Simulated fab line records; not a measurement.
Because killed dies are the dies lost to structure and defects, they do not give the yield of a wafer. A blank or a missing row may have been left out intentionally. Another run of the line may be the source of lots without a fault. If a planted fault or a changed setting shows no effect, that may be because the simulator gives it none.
What tool caused it? -- flow sky130 -- Sampling: 24 lots, 72 wafers, 6 of 708 route steps

== WHAT THE GAUGES READ, wafer by wafer ==
SKY_NWELL_OVL_MEAS_10. Usual: NWELL_00_OVL 0.7 nm, standard deviation 1.3.
lot,measured,on,NWELL_00_OVL (nm),flag
L074,day 4 11:00,overlay-01,1.4 1.1 -4.0,
L075,day 4 16:28,overlay-02,0.5 1.5 0.1,
L076,day 4 22:52,overlay-01,0.9 2.4 0.8,
L077,day 5 05:22,overlay-01,0.3 -0.5 -0.7,
L078,day 5 10:37,overlay-02,1.1 -0.3 0.7,
L079,day 5 15:35,overlay-01,0.0 0.7 1.3,
L080,day 6 00:14,overlay-01,0.4 -1.8 0.3,
L081,day 6 05:36,overlay-02,0.2 0.6 1.2,
L082,day 6 08:59,overlay-02,0.8 0.6 2.2,
L083,day 6 15:02,overlay-02,-0.4 -1.1 -0.4,
L084,day 6 23:44,overlay-01,0.5 1.8 0.5,
L085,day 7 03:41,overlay-02,1.1 1.4 0.1,
L086,day 7 10:06,overlay-02,1.3 1.8 1.4,
L087,day 7 17:34,overlay-01,0.1 -1.3 -1.4,
L088,day 7 23:41,overlay-02,0.7 0.5 1.0,
L089,day 8 03:00,overlay-01,0.0 0.1 -1.3,
L090,day 8 13:02,overlay-01,1.4 0.9 -0.7,
L091,day 8 21:20,overlay-02,1.8 0.6 3.8,
L092,day 9 03:33,overlay-01,2.7 1.9 1.8,
L093,day 9 06:39,overlay-01,0.5 1.1 0.9,
L094,day 9 13:56,overlay-02,2.2 1.5 3.8,
L095,day 9 22:30,overlay-02,1.2 1.3 -0.8,
L096,day 9 22:51,overlay-01,1.3 1.1 0.3,
L097,day 10 08:02,overlay-01,0.5 2.3 0.2,

SKY_SONOS_TUNNEL_CD_MEAS_07: the cd target is 410 nm. Usual: cd_nm 410.2 nm, standard deviation 2.4.
lot,measured,on,cd_nm (nm),flag
L074,day 11 10:11,cd_sem-01,407.2 406.3 406.9,
L075,day 11 18:19,cd_sem-01,409.9 408.1 410.8,
L076,day 12 03:21,cd_sem-02,410.5 411.4 410.8,
L077,day 12 16:23,cd_sem-02,408.7 407.1 408.2,
L078,day 12 22:24,cd_sem-02,408.7 408.4 411.9,
L079,day 13 05:26,cd_sem-02,410.3 410.1 413.3,
L080,day 13 17:12,cd_sem-01,412.2 413.2 412.6,
L081,day 14 01:59,cd_sem-01,410.9 410.6 409.1,
L082,day 14 05:14,cd_sem-01,412.7 411.7 412.2,
L083,day 14 14:26,cd_sem-02,410.2 410.5 411.4,
L084,day 15 03:38,cd_sem-01,407.3 407.4 408.8,
L085,day 15 08:39,cd_sem-02,414.7 415.0 414.1,
L086,day 15 14:43,cd_sem-01,410.6 410.3 410.9,
L087,day 16 03:21,cd_sem-02,410.3 408.7 411.3,
L088,day 16 12:08,cd_sem-01,408.0 405.2 409.7,
L089,day 16 17:56,cd_sem-02,412.6 412.6 410.3,
L090,day 17 05:51,cd_sem-01,406.2 407.3 405.9,
L091,day 17 17:59,cd_sem-01,407.9 410.5 410.6,
L092,day 18 02:19,cd_sem-02,406.1 408.6 407.5,
L093,day 18 05:15,cd_sem-02,407.8 409.1 408.6,
L094,day 18 18:32,cd_sem-01,411.4 411.8 411.3,
L095,day 19 04:37,cd_sem-01,411.9 411.8 412.2,
L096,day 19 07:01,cd_sem-02,410.9 411.4 412.5,
L097,day 19 17:57,cd_sem-02,414.4 414.2 414.0,

SKY_LDD_P_TW_MEAS_11. Usual: LDD_P_TW 635, standard deviation 4.1.
lot,measured,on,LDD_P_TW,flag
L074,day 19 10:22,film_metro-03,627 628 625,
L075,day 19 17:07,film_metro-01,634 633 632,
L076,day 20 07:47,film_metro-01,636 634 636,
L077,day 21 03:49,film_metro-03,633 627 629,
L078,day 21 12:02,film_metro-01,638 635 634,
L079,day 21 17:24,film_metro-01,635 635 636,
L080,day 22 03:54,film_metro-03,623 631 629,
L081,day 22 11:12,film_metro-01,637 633 637,
L082,day 22 17:57,film_metro-04,633 635 633,
L083,day 23 04:06,film_metro-01,639 644 643,
L084,day 23 19:45,film_metro-01,642 638 638,
L085,day 24 02:39,film_metro-01,641 641 642,
L086,day 24 07:37,film_metro-01,642 641 640,
L087,day 24 20:26,film_metro-04,636 637 637,
L088,day 25 05:48,film_metro-01,642 641 641,
L089,day 25 11:42,film_metro-01,635 640 638,
L090,day 26 01:21,film_metro-04,638 633 635,
L091,day 26 15:45,film_metro-03,636 633 638,
L092,day 27 03:01,film_metro-01,633 632 635,
L093,day 27 01:18,film_metro-01,636 635 635,
L094,day 27 09:48,film_metro-03,633 632 631,
L095,day 27 19:31,film_metro-04,636 635 635,
L096,day 27 21:52,film_metro-04,635 638 637,
L097,day 28 08:21,film_metro-03,635 639 634,

== WHICH TOOL RAN EACH LOT (tool, then ch and the chambers of the sampled wafers, then the start) ==
lot,SKY_NWELL_RTA_28,SKY_VT_ADJUST_NCORE_STRIP_10,SKY_VT_ADJUST_HVTR_STRIP_10
L074,"rtp_anneal-01 ch 0, day 5 05:23","plasma_asher-03 ch 0,1, day 8 11:52","plasma_asher-03 ch 0,1, day 9 10:21"
L075,"rtp_anneal-02 ch 0, day 5 10:46","plasma_asher-04 ch 0,1, day 8 18:27","plasma_asher-03 ch 0,1, day 9 17:40"
L076,"rtp_anneal-01 ch 0, day 5 17:02","plasma_asher-01 ch 0,1, day 9 01:59","plasma_asher-03 ch 0,1, day 10 00:47"
L077,"rtp_anneal-01 ch 0, day 6 00:38","plasma_asher-03 ch 0,1, day 9 12:50","plasma_asher-03 ch 0,1, day 10 12:38"
L078,"rtp_anneal-02 ch 0, day 6 05:42","plasma_asher-01 ch 0,1, day 9 18:32","plasma_asher-01 ch 0,1, day 10 18:32"
L079,"rtp_anneal-02 ch 0, day 6 11:11","plasma_asher-04 ch 0,1, day 10 00:49","plasma_asher-02 ch 0,1, day 11 01:18"
L080,"rtp_anneal-01 ch 0, day 6 19:53","plasma_asher-04 ch 0,1, day 10 12:40","plasma_asher-01 ch 0,1, day 11 14:12"
L081,"rtp_anneal-01 ch 0, day 7 01:02","plasma_asher-01 ch 0,1, day 10 20:57","plasma_asher-01 ch 0,1, day 11 22:40"
L082,"rtp_anneal-02 ch 0, day 7 04:21","plasma_asher-04 ch 0,1, day 10 23:30","plasma_asher-01 ch 0,1, day 12 01:16"
L083,"rtp_anneal-01 ch 0, day 7 11:39","plasma_asher-01 ch 0,1, day 11 08:51","plasma_asher-01 ch 0,1, day 12 11:03"
L084,"rtp_anneal-02 ch 0, day 7 21:38","plasma_asher-01 ch 0, day 11 20:54","plasma_asher-01 ch 0,1, day 12 23:19"
L085,"rtp_anneal-01 ch 0, day 8 01:27","plasma_asher-04 ch 0,1, day 12 01:34","plasma_asher-02 ch 0,1, day 13 03:49"
L086,"rtp_anneal-02 ch 0, day 8 07:25","plasma_asher-04 ch 0,1, day 12 06:37","plasma_asher-01 ch 0,1, day 13 08:13"
L087,"rtp_anneal-01 ch 0, day 8 15:56","plasma_asher-04 ch 0,1, day 12 18:14","plasma_asher-03 ch 0,1, day 13 19:56"
L088,"rtp_anneal-02 ch 0, day 8 22:18","plasma_asher-01 ch 0,1, day 13 02:06","plasma_asher-01 ch 0,1, day 14 03:21"
L089,"rtp_anneal-01 ch 0, day 9 02:12","plasma_asher-04 ch 0,1, day 13 06:43","plasma_asher-01 ch 0,1, day 14 08:37"
L090,"rtp_anneal-02 ch 0, day 9 12:51","plasma_asher-03 ch 0,1, day 13 17:18","plasma_asher-01 ch 0,1, day 14 19:48"
L091,"rtp_anneal-01 ch 0, day 9 20:42","plasma_asher-03 ch 0,1, day 14 01:34","plasma_asher-02 ch 0,1, day 15 05:39"
L092,"rtp_anneal-02 ch 0, day 10 03:31","plasma_asher-01 ch 0,1, day 14 09:45","plasma_asher-01 ch 0,1, day 15 13:48"
L093,"rtp_anneal-01 ch 0, day 10 06:38","plasma_asher-04 ch 0,1, day 14 12:33","plasma_asher-03 ch 0,1, day 15 16:30"
L094,"rtp_anneal-02 ch 0, day 10 14:48","plasma_asher-03 ch 0,1, day 14 23:45","plasma_asher-02 ch 0,1, day 16 04:58"
L095,"rtp_anneal-01 ch 0, day 10 23:13","plasma_asher-04 ch 0,1, day 15 08:57","plasma_asher-01 ch 0, day 16 14:15"
L096,"rtp_anneal-02 ch 0, day 10 23:43","plasma_asher-01 ch 0,1, day 15 10:46","plasma_asher-01 ch 0, day 16 16:27"
L097,"rtp_anneal-01 ch 0, day 11 09:11","plasma_asher-01 ch 0,1, day 15 19:54","plasma_asher-02 ch 0,1, day 17 02:21"
- SKY_NWELL_RTA_28: time 30 s.
- SKY_VT_ADJUST_NCORE_STRIP_10: strips in O2/N2.
- SKY_VT_ADJUST_HVTR_STRIP_10: strips in O2/N2.

== AS READ BY THE TOOLS THEMSELVES (means over the sampled wafers that have a number; for cases with no such wafer, the mark the record gives instead) ==
SKY_NWELL_RTA_28. Usual: lamp_power_pct 25.31 %, standard deviation 0.051; wafer_temp_C_max 1054.9, standard deviation 0.89.
lot,tool,lamp_power_pct (%),wafer_temp_C_max,flag
L074,rtp_anneal-01,25.31,1054.6,
L075,rtp_anneal-02,25.29,1054.6,
L076,rtp_anneal-01,25.26,1055.5,
L077,rtp_anneal-01,25.33,1054.9,
L078,rtp_anneal-02,25.29,1054.6,
L079,rtp_anneal-02,25.27,1054.5,
L080,rtp_anneal-01,25.27,1054.1,
L081,rtp_anneal-01,25.31,1054.6,
L082,rtp_anneal-02,25.30,1055.2,
L083,rtp_anneal-01,25.32,1054.5,
L084,rtp_anneal-02,25.33,1054.4,
L085,rtp_anneal-01,25.30,1055.8,
L086,rtp_anneal-02,25.31,1054.9,
L087,rtp_anneal-01,25.33,1054.6,
L088,rtp_anneal-02,25.33,1055.2,
L089,rtp_anneal-01,25.31,1055.3,
L090,rtp_anneal-02,25.31,1055.2,
L091,rtp_anneal-01,25.37,1054.1,
L092,rtp_anneal-02,25.31,1054.6,
L093,rtp_anneal-01,25.25,1055.1,
L094,rtp_anneal-02,25.36,1054.7,
L095,rtp_anneal-01,25.34,1054.9,
L096,rtp_anneal-02,25.32,1055.4,
L097,rtp_anneal-01,25.31,1055.1,

SKY_VT_ADJUST_NCORE_STRIP_10. Usual: chamber_pressure_mTorr 1499.9 mTorr, standard deviation 1.5; drypump_motor_current_A 5.9 A, standard deviation 0.41; oes_product_au 0.716 a.u., standard deviation 0.0047; strip_time_to_endpoint_s 14.18 s, standard deviation 0.04.
lot,tool,chamber_pressure_mTorr (mTorr),drypump_motor_current_A (A),oes_product_au (a.u.),strip_time_to_endpoint_s (s),flag
L074,plasma_asher-03,1499.2,6.1,0.711,14.16,
L075,plasma_asher-04,1500.6,6.0,0.714,14.15,
L076,plasma_asher-01,1498.6,5.9,0.720,14.17,
L077,plasma_asher-03,1499.4,5.6,0.713,14.20,
L078,plasma_asher-01,1499.0,5.9,0.716,14.27,
L079,plasma_asher-04,1500.0,5.9,0.716,14.26,
L080,plasma_asher-04,1500.1,5.8,0.714,14.16,
L081,plasma_asher-01,1499.2,5.9,0.714,14.18,
L082,plasma_asher-04,1499.2,5.9,0.718,14.21,
L083,plasma_asher-01,1498.4,5.9,0.714,14.15,
L084,plasma_asher-01,1500.8,5.8,0.714,14.17,
L085,plasma_asher-04,1501.2,5.8,0.716,14.19,
L086,plasma_asher-04,1499.2,5.8,0.718,14.17,
L087,plasma_asher-04,1498.8,5.8,0.719,14.20,
L088,plasma_asher-01,1500.2,6.0,0.718,14.24,
L089,plasma_asher-04,1500.9,5.9,0.715,14.19,
L090,plasma_asher-03,1500.3,5.6,0.712,14.13,
L091,plasma_asher-03,1499.2,5.6,0.713,14.22,
L092,plasma_asher-01,1499.9,6.0,0.718,14.19,
L093,plasma_asher-04,1499.2,5.9,0.714,14.14,
L094,plasma_asher-03,1498.1,5.6,0.717,14.17,
L095,plasma_asher-04,1500.4,5.8,0.721,14.11,
L096,plasma_asher-01,1498.6,5.9,0.717,14.18,
L097,plasma_asher-01,1500.7,5.9,0.717,14.20,

SKY_VT_ADJUST_HVTR_STRIP_10. Usual: chamber_pressure_mTorr 1499.9 mTorr, standard deviation 1.3; drypump_motor_current_A 5.9 A, standard deviation 0.45; oes_product_au 0.715 a.u., standard deviation 0.005; strip_time_to_endpoint_s 14.31 s, standard deviation 0.033.
lot,tool,chamber_pressure_mTorr (mTorr),drypump_motor_current_A (A),oes_product_au (a.u.),strip_time_to_endpoint_s (s),flag
L074,plasma_asher-03,1499.7,6.1,0.714,14.31,
L075,plasma_asher-03,1499.5,6.1,0.715,14.31,
L076,plasma_asher-03,1499.7,5.6,0.711,14.33,
L077,plasma_asher-03,1499.8,5.6,0.718,14.30,
L078,plasma_asher-01,1499.7,5.9,0.718,14.31,
L079,plasma_asher-02,1499.7,5.7,0.713,14.34,
L080,plasma_asher-01,1500.9,5.9,0.712,14.30,
L081,plasma_asher-01,1501.1,5.9,0.714,14.28,
L082,plasma_asher-01,1500.7,5.9,0.719,14.29,
L083,plasma_asher-01,1498.7,5.9,0.719,14.35,
L084,plasma_asher-01,1499.5,5.9,0.713,14.30,
L085,plasma_asher-02,1498.8,5.9,0.715,14.29,
L086,plasma_asher-01,1499.8,5.9,0.712,14.39,
L087,plasma_asher-03,1499.5,6.1,0.708,14.34,
L088,plasma_asher-01,1500.1,5.9,0.717,14.28,
L089,plasma_asher-01,1499.7,5.9,0.713,14.32,
L090,plasma_asher-01,1500.6,6.0,0.713,14.28,
L091,plasma_asher-02,1500.3,5.7,0.718,14.34,
L092,plasma_asher-01,1500.2,5.9,0.720,14.35,
L093,plasma_asher-03,1501.4,6.1,0.716,14.34,
L094,plasma_asher-02,1500.3,5.8,0.715,14.28,
L095,plasma_asher-01,1499.1,5.8,0.721,14.28,
L096,plasma_asher-01,1499.7,5.8,0.715,14.33,
L097,plasma_asher-02,1500.1,5.7,0.714,14.29,

== THE ANSWER, worked out from the rows above alone ==
Rule: lot off if the mean of its wafers having a number is beyond 3 standard deviations from the usual mean. A lot without any number at a reading at which 4 lots or more have one is off too. All remaining lots with rows at the step are treated as sound. Order of review: gauges by route order, followed by the tools' own readings, for which a lot's mean as printed above is used. The first step at which some lot is off is used, and at that step the reading that is off furthest; a lot without a number counts as furthest.
None of the lots is off at any reading shown; this tells nothing.

== WHAT THE SIMULATOR PUT IN ==
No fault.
